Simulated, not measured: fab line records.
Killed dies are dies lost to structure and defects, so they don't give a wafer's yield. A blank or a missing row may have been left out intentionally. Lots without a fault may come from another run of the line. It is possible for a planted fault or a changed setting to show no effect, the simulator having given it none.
Which tool did it? || flow sky130 || 12 lots, 35 wafers sampled, at 5 steps of a route of 708

## WHAT EACH GAUGE READ, for each wafer
SKY_VT_ADJUST_PCH_OVL_MEAS_07.
{"lot": "L385", "measured": "day 11 07:49", "on": "overlay-01", "VT_ADJUST_PCH_OVL (nm)": "-0.9 -0.9 -2.9"}
{"lot": "L386", "measured": "day 11 09:23", "on": "overlay-02", "VT_ADJUST_PCH_OVL (nm)": "-0.3 0.9 1.1"}
{"lot": "L387", "measured": "day 11 09:44", "on": "overlay-01", "VT_ADJUST_PCH_OVL (nm)": "1.5 1.2 0.1"}
{"lot": "L391", "measured": "day 12 15:51", "on": "overlay-02", "VT_ADJUST_PCH_OVL (nm)": "1.1 0.2 0.6"}
{"lot": "L389", "measured": "day 12 17:41", "on": "overlay-02", "VT_ADJUST_PCH_OVL (nm)": "1.5 -1.8 -0.2"}
{"lot": "L393", "measured": "day 13 06:20", "on": "overlay-02", "VT_ADJUST_PCH_OVL (nm)": "0.1 -0.5 -1.6"}
{"lot": "L395", "measured": "day 13 22:48", "on": "overlay-01", "VT_ADJUST_PCH_OVL (nm)": "0.1 2.3 1.1"}
{"lot": "L396", "measured": "day 14 09:32", "on": "overlay-01", "VT_ADJUST_PCH_OVL (nm)": "-0.4 -0.6 1.2"}
{"lot": "L397", "measured": "day 14 17:29", "on": "overlay-02", "VT_ADJUST_PCH_OVL (nm)": "-0.7 -0.5 -0.1"}
{"lot": "L398", "measured": "day 15 00:19", "on": "overlay-01", "VT_ADJUST_PCH_OVL (nm)": "-0.3 1.0"}
{"lot": "L405", "measured": "day 17 00:33", "on": "overlay-02", "VT_ADJUST_PCH_OVL (nm)": "0.9 1.7 2.4"}
{"lot": "L406", "measured": "day 17 04:19", "on": "overlay-01", "VT_ADJUST_PCH_OVL (nm)": "-1.3 -0.4 -0.5"}

SKY_GATE_OXIDE_OVL_MEAS_10.
{"lot": "L385", "measured": "day 14 18:53", "on": "overlay-01", "GATE_OXIDE_OVL (nm)": "-1.8 0.3 -2.6"}
{"lot": "L386", "measured": "day 14 22:59", "on": "overlay-01", "GATE_OXIDE_OVL (nm)": "-1.9 -0.5 -1.5"}
{"lot": "L387", "measured": "day 14 22:59", "on": "overlay-02", "GATE_OXIDE_OVL (nm)": "-0.8 -1.2 -0.7"}
{"lot": "L391", "measured": "day 16 10:23", "on": "overlay-02", "GATE_OXIDE_OVL (nm)": "1.3 1.3 0.3"}
{"lot": "L389", "measured": "day 16 09:53", "on": "overlay-01", "GATE_OXIDE_OVL (nm)": "0.6 1.1 -0.6"}
{"lot": "L393", "measured": "day 16 22:24", "on": "overlay-01", "GATE_OXIDE_OVL (nm)": "-0.3 -2.5 -0.1"}
{"lot": "L395", "measured": "day 18 09:21", "on": "overlay-01", "GATE_OXIDE_OVL (nm)": "0.9 1.9 1.5"}
{"lot": "L396", "measured": "day 18 10:23", "on": "overlay-02", "GATE_OXIDE_OVL (nm)": "-0.1 -0.3 -1.7"}
{"lot": "L397", "measured": "day 18 16:35", "on": "overlay-01", "GATE_OXIDE_OVL (nm)": "-1.0 -0.5 -0.4"}
{"lot": "L398", "measured": "day 18 22:17", "on": "overlay-01", "GATE_OXIDE_OVL (nm)": "1.5 -2.4"}
{"lot": "L405", "measured": "day 21 02:35", "on": "overlay-01", "GATE_OXIDE_OVL (nm)": "-0.6 -0.6 -0.2"}
{"lot": "L406", "measured": "day 21 07:02", "on": "overlay-02", "GATE_OXIDE_OVL (nm)": "1.6 0.2 1.3"}

SKY_VIA1_THK_MEAS_01.
{"lot": "L385", "measured": "day 33 23:16", "on": "filmMetro-03", "VIA1_HDPCVD_THK (nm)": "1034 1021 1026"}
{"lot": "L386", "measured": "day 34 03:56", "on": "filmMetro-02", "VIA1_HDPCVD_THK (nm)": "1026 1045 1022"}
{"lot": "L387", "measured": "day 34 06:42", "on": "filmMetro-01", "VIA1_HDPCVD_THK (nm)": "1048 1033 1005"}
{"lot": "L391", "measured": "day 35 14:19", "on": "filmMetro-03", "VIA1_HDPCVD_THK (nm)": "1033 1032 1038"}
{"lot": "L389", "measured": "day 35 13:21", "on": "filmMetro-03", "VIA1_HDPCVD_THK (nm)": "1033 1027 1033"}
{"lot": "L393", "measured": "day 35 19:46", "on": "filmMetro-01", "VIA1_HDPCVD_THK (nm)": "1036 1047 1067"}
{"lot": "L395", "measured": "day 37 05:32", "on": "filmMetro-01", "VIA1_HDPCVD_THK (nm)": "1017 1022 1034"}
{"lot": "L396", "measured": "day 37 04:23", "on": "filmMetro-03", "VIA1_HDPCVD_THK (nm)": "1022 1018 1024"}
{"lot": "L397", "measured": "day 37 10:52", "on": "filmMetro-03", "VIA1_HDPCVD_THK (nm)": "1058 1053 1036"}
{"lot": "L398", "measured": "day 37 13:49", "on": "filmMetro-01", "VIA1_HDPCVD_THK (nm)": "1175 1026"}
{"lot": "L405", "measured": "day 39 08:24", "on": "filmMetro-02", "VIA1_HDPCVD_THK (nm)": "1028 1036 1043"}
{"lot": "L406", "measured": "day 39 12:01", "on": "filmMetro-03", "VIA1_HDPCVD_THK (nm)": "1038 1032 1029"}

## EACH LOT AND THE TOOL THAT RAN IT (in order: tool; ch and the chambers of the sampled wafers; start)
{"lot": "L385", "SKY_VT_ADJUST_LVTN_STRIP_20": "plasmaAsher-03 ch 0,1, day 8 14:51", "SKY_VIA1_HDPCVD_00": "hdpcvd-02 ch 0,2, day 33 23:08"}
{"lot": "L386", "SKY_VT_ADJUST_LVTN_STRIP_20": "plasmaAsher-01 ch 0,1, day 8 15:57", "SKY_VIA1_HDPCVD_00": "hdpcvd-02 ch 0,1,2, day 34 03:49"}
{"lot": "L387", "SKY_VT_ADJUST_LVTN_STRIP_20": "plasmaAsher-02 ch 0,1, day 8 16:15", "SKY_VIA1_HDPCVD_00": "hdpcvd-01 ch 0,1,2, day 34 06:35"}
{"lot": "L391", "SKY_VT_ADJUST_LVTN_STRIP_20": "plasmaAsher-01 ch 0,1, day 9 18:10", "SKY_VIA1_HDPCVD_00": "hdpcvd-01 ch 0,2, day 35 14:11"}
{"lot": "L389", "SKY_VT_ADJUST_LVTN_STRIP_20": "plasmaAsher-02 ch 0,1, day 9 19:21", "SKY_VIA1_HDPCVD_00": "hdpcvd-02 ch 0,1,2, day 35 13:14"}
{"lot": "L393", "SKY_VT_ADJUST_LVTN_STRIP_20": "plasmaAsher-03 ch 0,1, day 10 07:07", "SKY_VIA1_HDPCVD_00": "hdpcvd-01 ch 0,1,2, day 35 19:41"}
{"lot": "L395", "SKY_VT_ADJUST_LVTN_STRIP_20": "plasmaAsher-01 ch 1, day 10 21:14", "SKY_VIA1_HDPCVD_00": "hdpcvd-02 ch 1,2, day 37 05:25"}
{"lot": "L396", "SKY_VT_ADJUST_LVTN_STRIP_20": "plasmaAsher-02 ch 0,1, day 11 07:37", "SKY_VIA1_HDPCVD_00": "hdpcvd-02 ch 1,2, day 37 04:16"}
{"lot": "L397", "SKY_VT_ADJUST_LVTN_STRIP_20": "plasmaAsher-02 ch 0,1, day 11 13:57", "SKY_VIA1_HDPCVD_00": "hdpcvd-01 ch 0,1,2, day 37 10:44"}
{"lot": "L398", "SKY_VT_ADJUST_LVTN_STRIP_20": "plasmaAsher-03 ch 0,1, day 11 20:09", "SKY_VIA1_HDPCVD_00": "hdpcvd-02 ch 0,1, day 37 13:41"}
{"lot": "L405", "SKY_VT_ADJUST_LVTN_STRIP_20": "plasmaAsher-03 ch 0,1, day 13 16:09", "SKY_VIA1_HDPCVD_00": "hdpcvd-01 ch 0,1,2, day 39 08:17"}
{"lot": "L406", "SKY_VT_ADJUST_LVTN_STRIP_20": "plasmaAsher-01 ch 0,1, day 13 20:08", "SKY_VIA1_HDPCVD_00": "hdpcvd-01 ch 0,1, day 39 11:54"}
- SKY_VT_ADJUST_LVTN_STRIP_20: strips in O2/N2.
- SKY_VIA1_HDPCVD_00: deposits SiO2, target thk 1030 nm, time 171.7 s.

## WHAT THE TOOLS THEMSELVES READ (means of the sampled wafers that have a number; where no wafer has one, the mark that the record gives instead)
SKY_VT_ADJUST_LVTN_STRIP_20.
{"lot": "L385", "tool": "plasmaAsher-03", "drypumpMotorCurrentA (A)": 5.77, "oesProductAu (a.u.)": 0.715, "stripTimeToEndpointS (s)": 14.17}
{"lot": "L386", "tool": "plasmaAsher-01", "drypumpMotorCurrentA (A)": 5.44, "oesProductAu (a.u.)": 0.716, "stripTimeToEndpointS (s)": 14.18}
{"lot": "L387", "tool": "plasmaAsher-02", "drypumpMotorCurrentA (A)": 5.84, "oesProductAu (a.u.)": 0.715, "stripTimeToEndpointS (s)": 14.19}
{"lot": "L391", "tool": "plasmaAsher-01", "drypumpMotorCurrentA (A)": 5.44, "oesProductAu (a.u.)": 0.714, "stripTimeToEndpointS (s)": 14.28}
{"lot": "L389", "tool": "plasmaAsher-02", "drypumpMotorCurrentA (A)": 5.84, "oesProductAu (a.u.)": 0.716, "stripTimeToEndpointS (s)": 14.18}
{"lot": "L393", "tool": "plasmaAsher-03", "drypumpMotorCurrentA (A)": 5.76, "oesProductAu (a.u.)": 0.715, "stripTimeToEndpointS (s)": 14.26}
{"lot": "L395", "tool": "plasmaAsher-01", "drypumpMotorCurrentA (A)": 5.42, "oesProductAu (a.u.)": 0.715, "stripTimeToEndpointS (s)": 14.19}
{"lot": "L396", "tool": "plasmaAsher-02", "drypumpMotorCurrentA (A)": 5.82, "oesProductAu (a.u.)": 0.711, "stripTimeToEndpointS (s)": 14.15}
{"lot": "L397", "tool": "plasmaAsher-02", "drypumpMotorCurrentA (A)": 5.85, "oesProductAu (a.u.)": 0.721, "stripTimeToEndpointS (s)": 14.20}
{"lot": "L398", "tool": "plasmaAsher-03", "drypumpMotorCurrentA (A)": 5.77, "oesProductAu (a.u.)": 0.716, "stripTimeToEndpointS (s)": 14.18}
{"lot": "L405", "tool": "plasmaAsher-03", "drypumpMotorCurrentA (A)": 5.79, "oesProductAu (a.u.)": 0.710, "stripTimeToEndpointS (s)": 14.17}
{"lot": "L406", "tool": "plasmaAsher-01", "drypumpMotorCurrentA (A)": 5.43, "oesProductAu (a.u.)": 0.716, "stripTimeToEndpointS (s)": 14.15}

SKY_VIA1_HDPCVD_00.
{"lot": "L385", "tool": "hdpcvd-02", "runLengthS (s)": 199.7}
{"lot": "L386", "tool": "hdpcvd-02", "runLengthS (s)": 199.9}
{"lot": "L387", "tool": "hdpcvd-01", "runLengthS (s)": 199.2}
{"lot": "L391", "tool": "hdpcvd-01", "runLengthS (s)": 199.5}
{"lot": "L389", "tool": "hdpcvd-02", "runLengthS (s)": 199.9}
{"lot": "L393", "tool": "hdpcvd-01", "runLengthS (s)": 199.5}
{"lot": "L395", "tool": "hdpcvd-02", "runLengthS (s)": 200.4}
{"lot": "L396", "tool": "hdpcvd-02", "runLengthS (s)": 200.2}
{"lot": "L397", "tool": "hdpcvd-01", "runLengthS (s)": 199.5}
{"lot": "L398", "tool": "hdpcvd-02", "runLengthS (s)": 212.1}
{"lot": "L405", "tool": "hdpcvd-01", "runLengthS (s)": 199.7}
{"lot": "L406", "tool": "hdpcvd-01", "runLengthS (s)": 199.5}

## THE ANSWER, worked out from the rows above alone
Rule: usual is defined by the lots themselves. The widest of any qualifying gaps counts: lots, ordered by their means at a reading, are off when they make up no more than a third of the lots, leave a main group of 4 or more, and stand apart from it by 3 or more times the standard deviation of that group's means. The tables above print the reading to a certain number of digits; a main group whose means all agree to those digits is not used. A lot without any number at a reading at which 4 lots or more have one is off too. All remaining lots with rows at the step are treated as sound. After the gauges, taken in route order, come the tools' own readings; for these a lot's mean is taken, as printed above. The first step at which some lot is off is used, and at that step the reading that is off furthest; a lot without a number counts as furthest.
Off: L398, seen at SKY_VIA1_THK_MEAS_01 (VIA1_HDPCVD_THK). Mean 1033 nm and standard deviation 8.7 in the main group.
If a tool, at a process step before that reading, ran all the lots that are off and no sound lot after the first of them, it fits. Not tried: the gauges at SKY_VIA1_THK_MEAS_01; whatever is off there is also off at SKY_VIA1_HDPCVD_00, on other tools, and gauge error can't account for it. One fits: hdpcvd-02 at SKY_VIA1_HDPCVD_00. A fault onset in the window from L395 (day 37 05:25, its last sound lot) to L398 (day 37 13:41, its first lot off) fits.
On the lots that are off, the tool's own readings at SKY_VIA1_HDPCVD_00 differ by more than 5 times the standard deviation of the sound lots' means, which bears it out; runLengthS reads 212.1 s there versus 199.7 s on the sound lots.

## WHAT THE SIMULATOR PUT IN
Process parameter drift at SKY_VIA1_HDPCVD_00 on hdpcvd-02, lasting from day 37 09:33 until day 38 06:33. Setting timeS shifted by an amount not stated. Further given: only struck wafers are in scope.
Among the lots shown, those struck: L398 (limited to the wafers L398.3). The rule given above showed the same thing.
